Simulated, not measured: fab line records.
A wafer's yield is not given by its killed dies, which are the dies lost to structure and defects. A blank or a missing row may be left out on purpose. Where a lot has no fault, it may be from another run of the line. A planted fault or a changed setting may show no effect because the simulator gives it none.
What tool caused it? || flow gf180mcu || 42 wafers from 14 lots sampled at 5 of the route's 602 steps

## WHAT THE GAUGES SHOWED, per wafer
GF_SALICIDE_RS_MEAS_04: measures by four-point-probe.
{"lot": "L247", "measured": "day 15 06:23", "on": "filmMetro-04", "SALICIDE_TIN_RS (ohm/sq)": "16.5 16.6 16.6"}
{"lot": "L248", "measured": "day 15 13:30", "on": "filmMetro-03", "SALICIDE_TIN_RS (ohm/sq)": "16.0 16.6 16.2"}
{"lot": "L252", "measured": "day 17 00:54", "on": "filmMetro-02", "SALICIDE_TIN_RS (ohm/sq)": "16.0 15.9 16.6"}
{"lot": "L253", "measured": "day 17 11:09", "on": "filmMetro-04", "SALICIDE_TIN_RS (ohm/sq)": "16.6 16.0 16.5"}
{"lot": "L256", "measured": "day 18 06:44", "on": "filmMetro-04", "SALICIDE_TIN_RS (ohm/sq)": "16.5 16.7 16.6"}
{"lot": "L257", "measured": "day 18 17:56", "on": "filmMetro-03", "SALICIDE_TIN_RS (ohm/sq)": "18.7 17.9 18.3"}
{"lot": "L259", "measured": "day 19 14:40", "on": "filmMetro-02", "SALICIDE_TIN_RS (ohm/sq)": "17.7 18.2 18.3"}
{"lot": "L262", "measured": "day 20 13:52", "on": "filmMetro-03", "SALICIDE_TIN_RS (ohm/sq)": "16.6 17.0 16.3"}
{"lot": "L263", "measured": "day 21 01:37", "on": "filmMetro-03", "SALICIDE_TIN_RS (ohm/sq)": "16.5 16.5 15.9"}
{"lot": "L266", "measured": "day 22 07:57", "on": "filmMetro-04", "SALICIDE_TIN_RS (ohm/sq)": "16.4 16.4 16.5"}
{"lot": "L267", "measured": "day 22 08:23", "on": "filmMetro-04", "SALICIDE_TIN_RS (ohm/sq)": "16.6 16.8 16.4"}
{"lot": "L268", "measured": "day 22 13:27", "on": "filmMetro-04", "SALICIDE_TIN_RS (ohm/sq)": "16.5 16.2 16.6"}
{"lot": "L269", "measured": "day 23 00:33", "on": "filmMetro-03", "SALICIDE_TIN_RS (ohm/sq)": "16.2 16.2 15.8"}
{"lot": "L270", "measured": "day 23 09:06", "on": "filmMetro-03", "SALICIDE_TIN_RS (ohm/sq)": "16.9 16.9 16.7"}

GF_CONTACT_CD_MEAS_14: the cd target is 220 nm.
{"lot": "L247", "measured": "day 16 04:53", "on": "cdSem-02", "cdNm (nm)": "221.4 220.3 220.6"}
{"lot": "L248", "measured": "day 16 12:59", "on": "cdSem-01", "cdNm (nm)": "219.4 218.6 217.5"}
{"lot": "L252", "measured": "day 18 01:05", "on": "cdSem-02", "cdNm (nm)": "221.2 221.4 220.9"}
{"lot": "L253", "measured": "day 18 12:05", "on": "cdSem-02", "cdNm (nm)": "218.1 218.5 218.8"}
{"lot": "L256", "measured": "day 19 08:25", "on": "cdSem-01", "cdNm (nm)": "218.4 218.2 218.5"}
{"lot": "L257", "measured": "day 19 19:18", "on": "cdSem-01", "cdNm (nm)": "217.3 216.2 218.3"}
{"lot": "L259", "measured": "day 20 14:50", "on": "cdSem-01", "cdNm (nm)": "219.8 220.5 219.3"}
{"lot": "L262", "measured": "day 21 14:46", "on": "cdSem-02", "cdNm (nm)": "219.8 219.0 219.0"}
{"lot": "L263", "measured": "day 22 02:28", "on": "cdSem-02", "cdNm (nm)": "220.9 220.9 221.2"}
{"lot": "L266", "measured": "day 23 08:17", "on": "cdSem-01", "cdNm (nm)": "221.0 222.0 220.2"}
{"lot": "L267", "measured": "day 23 09:03", "on": "cdSem-01", "cdNm (nm)": "221.1 220.4 220.2"}
{"lot": "L268", "measured": "day 23 13:38", "on": "cdSem-01", "cdNm (nm)": "219.2 220.1 219.8"}
{"lot": "L269", "measured": "day 24 00:35", "on": "cdSem-02", "cdNm (nm)": "218.6 218.6 218.0"}
{"lot": "L270", "measured": "day 24 08:47", "on": "cdSem-02", "cdNm (nm)": "220.9 220.2 220.0"}

GF_M1_OVL_MEAS_15.
{"lot": "L247", "measured": "day 17 03:52", "on": "overlay-01", "M1_OVL (nm)": "-7 -8 -8"}
{"lot": "L248", "measured": "day 17 13:23", "on": "overlay-01", "M1_OVL (nm)": "0 0 -3"}
{"lot": "L252", "measured": "day 19 01:36", "on": "overlay-02", "M1_OVL (nm)": "0 -4 -5"}
{"lot": "L253", "measured": "day 19 13:30", "on": "overlay-01", "M1_OVL (nm)": "-4 -6 -8"}
{"lot": "L256", "measured": "day 20 10:27", "on": "overlay-02", "M1_OVL (nm)": "14 1 -3"}
{"lot": "L257", "measured": "day 20 20:31", "on": "overlay-01", "M1_OVL (nm)": "9 9 6"}
{"lot": "L259", "measured": "day 21 15:51", "on": "overlay-02", "M1_OVL (nm)": "4 2 11"}
{"lot": "L262", "measured": "day 22 15:37", "on": "overlay-02", "M1_OVL (nm)": "-4 -9 -7"}
{"lot": "L263", "measured": "day 23 03:17", "on": "overlay-01", "M1_OVL (nm)": "-2 3 -1"}
{"lot": "L266", "measured": "day 24 08:11", "on": "overlay-01", "M1_OVL (nm)": "6 12 5"}
{"lot": "L267", "measured": "day 24 09:27", "on": "overlay-01", "M1_OVL (nm)": "-2 0 8"}
{"lot": "L268", "measured": "day 24 13:55", "on": "overlay-02", "M1_OVL (nm)": "0 -6 -8"}
{"lot": "L269", "measured": "day 24 23:34", "on": "overlay-01", "M1_OVL (nm)": "4 4 3"}
{"lot": "L270", "measured": "day 25 07:48", "on": "overlay-02", "M1_OVL (nm)": "-1 -10 -4"}

GF_V1_THK_MEAS_01.
{"lot": "L247", "measured": "day 17 04:42", "on": "filmMetro-02", "V1_CVD_00_THK (nm)": "624 619 613"}
{"lot": "L248", "measured": "day 17 14:10", "on": "filmMetro-02", "V1_CVD_00_THK (nm)": "627 624 619"}
{"lot": "L252", "measured": "day 19 02:25", "on": "filmMetro-02", "V1_CVD_00_THK (nm)": "614 613 608"}
{"lot": "L253", "measured": "day 19 14:17", "on": "filmMetro-02", "V1_CVD_00_THK (nm)": "609 610 610"}
{"lot": "L256", "measured": "day 20 11:13", "on": "filmMetro-03", "V1_CVD_00_THK (nm)": "608 617 623"}
{"lot": "L257", "measured": "day 20 21:25", "on": "filmMetro-01", "V1_CVD_00_THK (nm)": "618 631 614"}
{"lot": "L259", "measured": "day 21 16:40", "on": "filmMetro-01", "V1_CVD_00_THK (nm)": "619 620 619"}
{"lot": "L262", "measured": "day 22 16:23", "on": "filmMetro-03", "V1_CVD_00_THK (nm)": "616 616 621"}
{"lot": "L263", "measured": "day 23 04:03", "on": "filmMetro-03", "V1_CVD_00_THK (nm)": "617 619 628"}
{"lot": "L266", "measured": "day 24 08:58", "on": "filmMetro-01", "V1_CVD_00_THK (nm)": "611 614 619"}
{"lot": "L267", "measured": "day 24 10:14", "on": "filmMetro-03", "V1_CVD_00_THK (nm)": "619 617 618"}
{"lot": "L268", "measured": "day 24 14:41", "on": "filmMetro-01", "V1_CVD_00_THK (nm)": "614 605 612"}
{"lot": "L269", "measured": "day 25 00:28", "on": "filmMetro-01", "V1_CVD_00_THK (nm)": "604 604 614"}
{"lot": "L270", "measured": "day 25 08:34", "on": "filmMetro-02", "V1_CVD_00_THK (nm)": "598 603 607"}

## TOOL THAT RAN EACH LOT (tool first, then ch and the chambers of the sampled wafers, then the start)
{"lot": "L247", "GF_SALICIDE_SPUTTER_02": "pvdSputter-02, day 15 06:19"}
{"lot": "L248", "GF_SALICIDE_SPUTTER_02": "pvdSputter-01, day 15 13:26"}
{"lot": "L252", "GF_SALICIDE_SPUTTER_02": "pvdSputter-02, day 17 00:51"}
{"lot": "L253", "GF_SALICIDE_SPUTTER_02": "pvdSputter-02, day 17 11:05"}
{"lot": "L256", "GF_SALICIDE_SPUTTER_02": "pvdSputter-02, day 18 06:40"}
{"lot": "L257", "GF_SALICIDE_SPUTTER_02": "pvdSputter-02, day 18 17:50"}
{"lot": "L259", "GF_SALICIDE_SPUTTER_02": "pvdSputter-02, day 19 14:32"}
{"lot": "L262", "GF_SALICIDE_SPUTTER_02": "pvdSputter-01, day 20 13:46"}
{"lot": "L263", "GF_SALICIDE_SPUTTER_02": "pvdSputter-01, day 21 01:34"}
{"lot": "L266", "GF_SALICIDE_SPUTTER_02": "pvdSputter-04, day 22 07:53"}
{"lot": "L267", "GF_SALICIDE_SPUTTER_02": "pvdSputter-01, day 22 08:19"}
{"lot": "L268", "GF_SALICIDE_SPUTTER_02": "pvdSputter-02, day 22 13:23"}
{"lot": "L269", "GF_SALICIDE_SPUTTER_02": "pvdSputter-04, day 23 00:28"}
{"lot": "L270", "GF_SALICIDE_SPUTTER_02": "pvdSputter-02, day 23 09:03"}
- GF_SALICIDE_SPUTTER_02: material Co, target thk 10 nm, time 20 s.

## WHAT THE TOOLS THEMSELVES READ (means of the sampled wafers that have a number; where no wafer has one, the mark that the record gives instead)
GF_SALICIDE_SPUTTER_02.
{"lot": "L247", "tool": "pvdSputter-02", "chamberPressurePa (Pa)": 0.4002, "throttleValvePct (%)": 29.4}
{"lot": "L248", "tool": "pvdSputter-01", "chamberPressurePa (Pa)": 0.3996, "throttleValvePct (%)": 30.2}
{"lot": "L252", "tool": "pvdSputter-02", "chamberPressurePa (Pa)": 0.4001, "throttleValvePct (%)": 29.8}
{"lot": "L253", "tool": "pvdSputter-02", "chamberPressurePa (Pa)": 0.4004, "throttleValvePct (%)": 29.5}
{"lot": "L256", "tool": "pvdSputter-02", "chamberPressurePa (Pa)": 0.3999, "throttleValvePct (%)": 29.6}
{"lot": "L257", "tool": "pvdSputter-02", "chamberPressurePa (Pa)": 0.3990, "throttleValvePct (%)": 29.8}
{"lot": "L259", "tool": "pvdSputter-02", "chamberPressurePa (Pa)": 0.3996, "throttleValvePct (%)": 29.3}
{"lot": "L262", "tool": "pvdSputter-01", "chamberPressurePa (Pa)": 0.3998, "throttleValvePct (%)": 30.3}
{"lot": "L263", "tool": "pvdSputter-01", "chamberPressurePa (Pa)": 0.4007, "throttleValvePct (%)": 30.1}
{"lot": "L266", "tool": "pvdSputter-04", "chamberPressurePa (Pa)": 0.3994, "throttleValvePct (%)": 31.7}
{"lot": "L267", "tool": "pvdSputter-01", "chamberPressurePa (Pa)": 0.3989, "throttleValvePct (%)": 30.5}
{"lot": "L268", "tool": "pvdSputter-02", "chamberPressurePa (Pa)": 0.4000, "throttleValvePct (%)": 29.9}
{"lot": "L269", "tool": "pvdSputter-04", "chamberPressurePa (Pa)": 0.3999, "throttleValvePct (%)": 30.3}
{"lot": "L270", "tool": "pvdSputter-02", "chamberPressurePa (Pa)": 0.4005, "throttleValvePct (%)": 29.0}

## THE ANSWER, worked out from the rows above alone
Rule: the lots themselves supply what counts as usual. The widest of any qualifying gaps counts: lots, ordered by their means at a reading, are off when they make up no more than a third of the lots, leave a main group of 4 or more, and stand apart from it by 3 or more times the standard deviation of that group's means. If all means in a main group match to the digits the tables above print for the reading, that group is not used. A lot without any number at a reading at which 4 lots or more have one is off too. All remaining lots with rows at the step are treated as sound. The gauges are gone through in route order, then the tools' own readings, and for those a lot's mean is taken as printed above. The first step at which some lot is off is used, and at that step the reading that is off furthest; a lot without a number counts as furthest.
Off: L257, L259, at GF_SALICIDE_RS_MEAS_04 (SALICIDE_TIN_RS). Mean 16.4 ohm/sq and standard deviation 0.21 in the main group.
If a tool, at a process step before that reading, ran all the lots that are off and no sound lot after the first of them, it fits. Those tools and the gauges at GF_SALICIDE_RS_MEAS_04 are tried in the same way. Not one of the candidates tried fits.

## WHAT THE SIMULATOR HAD INSERTED
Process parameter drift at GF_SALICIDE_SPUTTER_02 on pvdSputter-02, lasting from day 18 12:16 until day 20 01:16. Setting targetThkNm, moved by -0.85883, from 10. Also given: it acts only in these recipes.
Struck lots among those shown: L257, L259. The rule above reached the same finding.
